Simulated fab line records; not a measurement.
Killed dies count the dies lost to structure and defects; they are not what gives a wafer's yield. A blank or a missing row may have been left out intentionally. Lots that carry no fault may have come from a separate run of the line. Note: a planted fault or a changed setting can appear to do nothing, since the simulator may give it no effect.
2 desks looking at one fault | flow gf180mcu | what lay behind the numbers comes last; until then each desk has only its own

== AT THE METROLOGY DESK ==
What the gauges read, lot by lot, whatever tool the lot ran on: means of the sampled wafers that have a number. If a lot's mean is further than 4 standard deviations from the usual mean, the lot is out of limits and carries the mark OUT (the distance appears in the brackets).
Columns: A = VT_IMPLANT_3_TW at GF_VT_IMPLANT_TW_MEAS_32, usual 268.7; B = M1_ALCU_RS at GF_M1_RS_MEAS_05, usual 0.0695 ohm/sq
lot  | first seen here | A               | B
L215 | day 7 02:24     | 269.2           | 0.0690
L216 | day 7 08:26     | 267.8           | 0.0698
L217 | day 7 18:36     | 268.5           | 0.0700
L225 | day 10 00:05    | 302.5 (+16) OUT | 0.0694
L226 | day 10 08:08    | 302.7 (+16) OUT | 0.0688
L227 | day 10 12:42    | 266.4           | 0.0695
L228 | day 11 00:19    | 271.0           | 0.0697
L229 | day 11 06:27    | 265.9           | 0.0687
L231 | day 11 19:39    | 266.6           | 0.0693
L233 | day 12 11:36    | 270.8           | 0.0683
L235 | day 12 23:58    | 266.3           | 0.0698
L236 | day 13 04:00    | 265.6           | 0.0693
L237 | day 13 13:42    | 265.7           | 0.0684
This desk reports L225, L226 out of limits; the earliest was L225 at day 10 00:05 (VT_IMPLANT_3_TW at GF_VT_IMPLANT_TW_MEAS_32). L215, L216, L217, L227, L228, L229, L231, L233, L235, L236, L237: within limits.

== THE TOOL OWNER'S DESK: implanter-01 ==
The tool's own readings at GF_VT_IMPLANT_IMPLANT_30, given as means over the sampled wafers that have a number, one for each lot that went through this tool. If a lot's mean is further than 4 standard deviations from the usual mean, the lot is out of limits and carries the mark OUT (the distance appears in the brackets).
Columns: A = dose-ions-cm2 at GF_VT_IMPLANT_IMPLANT_30, usual 2.5333e+12; B = end-station-pressure-torr at GF_VT_IMPLANT_IMPLANT_30, usual 5.02e-06 Torr; C = faraday-current-uA at GF_VT_IMPLANT_IMPLANT_30, usual 14.27
lot  | first seen here | A                            | B        | C
L225 | day 9 23:50     | 3.7189e+12 (+99 or more) OUT | 5.05e-06 | 20.82 (+22) OUT
L226 | day 10 07:53    | 3.7199e+12 (+99 or more) OUT | 4.89e-06 | 21.01 (+22) OUT
L235 | day 12 23:43    | 2.5355e+12                   | 4.91e-06 | 14.37
L237 | day 13 13:28    | 2.5305e+12                   | 5.07e-06 | 14.15
This desk's verdict: out of limits on L225, L226, starting with L225 at day 9 23:50 (dose-ions-cm2 at GF_VT_IMPLANT_IMPLANT_30). L235, L237: within limits.

== PUT TOGETHER ==
At day 9 23:50, on L225, L226, the tool owner's desk was in a position to raise an alarm.
The metrology desk could have raised an alarm at day 10 00:05, on L225, L226.
All the named lots went through GF_VT_IMPLANT_IMPLANT_30 on implanter-01.

== WHAT THE SIMULATOR HAD PUT IN ==
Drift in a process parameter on implanter-01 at GF_VT_IMPLANT_IMPLANT_30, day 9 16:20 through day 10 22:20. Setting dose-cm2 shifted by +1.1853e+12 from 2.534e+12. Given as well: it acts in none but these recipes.
Struck lots among those shown: L225, L226.
Counting hours from when the fault started, the first reading out of limits came at 7 for the tool owner's desk and at 8 for the metrology desk.
